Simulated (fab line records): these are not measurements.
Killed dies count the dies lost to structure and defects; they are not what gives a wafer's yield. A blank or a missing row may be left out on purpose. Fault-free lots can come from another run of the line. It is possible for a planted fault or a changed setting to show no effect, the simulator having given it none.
Lot-split experiment | flow gf180mcu | route with 602 steps; 5 lots, 23 wafers read

== SPLIT DETAILS ==
At GF_DUAL_GATE_OXIDATION_02 (stabilise 600 s, purge 300 s, target thk 10.887 nm), the setting temp-c was moved away from the recipe's 900 C on 15 of the 23 wafers read, by -0.3% to +0.8%. All remaining wafers had this setting at the recipe value.

Between the split and the reading, the file records no step.

== THE READING ==
DUAL_GATE_OXIDATION_00_THK (nm), taken at GF_DUAL_GATE_THK_MEAS_03. A value of 10.89 nm with a standard deviation of 0.17 nm is what fault-free wafers of this fab line usually give.

wafer  | tool, chamber at the split | temp-c as run, C | against the recipe | DUAL_GATE_OXIDATION_00_THK, nm | against lot-mates on the recipe
L075.1 | -, -                       | 902.3            | +0.3%              | 10.97                          | no lot-mate on the recipe
L075.2 | -, -                       | 902.3            | +0.3%              | 11.34                          | no lot-mate on the recipe
L075.3 | -, -                       | 902.3            | +0.3%              | 11.15                          | no lot-mate on the recipe
L075.5 | -, -                       | 902.3            | +0.3%              | 11.22                          | no lot-mate on the recipe
L075.6 | -, -                       | 902.3            | +0.3%              | 11.16                          | no lot-mate on the recipe
L077.2 | -, -                       | 900              | recipe             | 11.16                          | -
L077.3 | -, -                       | 900              | recipe             | 11.13                          | -
L077.4 | -, -                       | 900              | recipe             | 11.21                          | -
L077.5 | -, -                       | 900              | recipe             | 11.01                          | -
L077.6 | -, -                       | 900              | recipe             | 10.96                          | -
L080.1 | furnace-01, 0              | 900              | recipe             | 10.99                          | -
L080.3 | furnace-01, 0              | 900              | recipe             | 10.89                          | -
L080.6 | furnace-01, 0              | 900              | recipe             | 11.03                          | -
L082.1 | -, -                       | 907.4            | +0.8%              | 11.77                          | no lot-mate on the recipe
L082.2 | -, -                       | 907.4            | +0.8%              | 11.77                          | no lot-mate on the recipe
L082.3 | -, -                       | 907.4            | +0.8%              | 11.77                          | no lot-mate on the recipe
L082.5 | -, -                       | 907.4            | +0.8%              | 11.58                          | no lot-mate on the recipe
L082.6 | -, -                       | 907.4            | +0.8%              | 11.76                          | no lot-mate on the recipe
L085.1 | -, -                       | 896.9            | -0.3%              | 10.54                          | no lot-mate on the recipe
L085.2 | -, -                       | 896.9            | -0.3%              | 10.57                          | no lot-mate on the recipe
L085.3 | -, -                       | 896.9            | -0.3%              | 10.63                          | no lot-mate on the recipe
L085.5 | -, -                       | 896.9            | -0.3%              | 10.59                          | no lot-mate on the recipe
L085.6 | -, -                       | 896.9            | -0.3%              | 10.57                          | no lot-mate on the recipe

FIT RESULTS
A straight line over all 23 wafers: DUAL_GATE_OXIDATION_00_THK changes by +0.941 nm for each +1% of temp-c; r = +0.96; the points scatter about the line by 0.11 nm.
Too few moved wafers with a lot-mate on the recipe to fit a line net of each lot's own level.

== THE WHOLE CHAIN: every reading that the file lists as answering this split, in the file's order ==
step                      | what it does                                       | reading                                                                                | change (the file's fit)               | r (the file's)
GF_DUAL_GATE_OXIDATION_02 | stabilise 600 s, purge 300 s, target thk 10.887 nm | SiO2_of_DUAL_GATE_OXIDATION_02.thk-nm (the simulator's own value, which no gauge read) | +0.934 nm for each +1% of the setting | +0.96
GF_DUAL_GATE_THK_MEAS_03  |                                                    | DUAL_GATE_OXIDATION_00_THK                                                             | +0.94 for each +1% of the setting     | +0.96

== THE FILE'S OWN FIT ==
DUAL_GATE_OXIDATION_00_THK changes by +0.94 nm for each +1% of temp-c, r = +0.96.
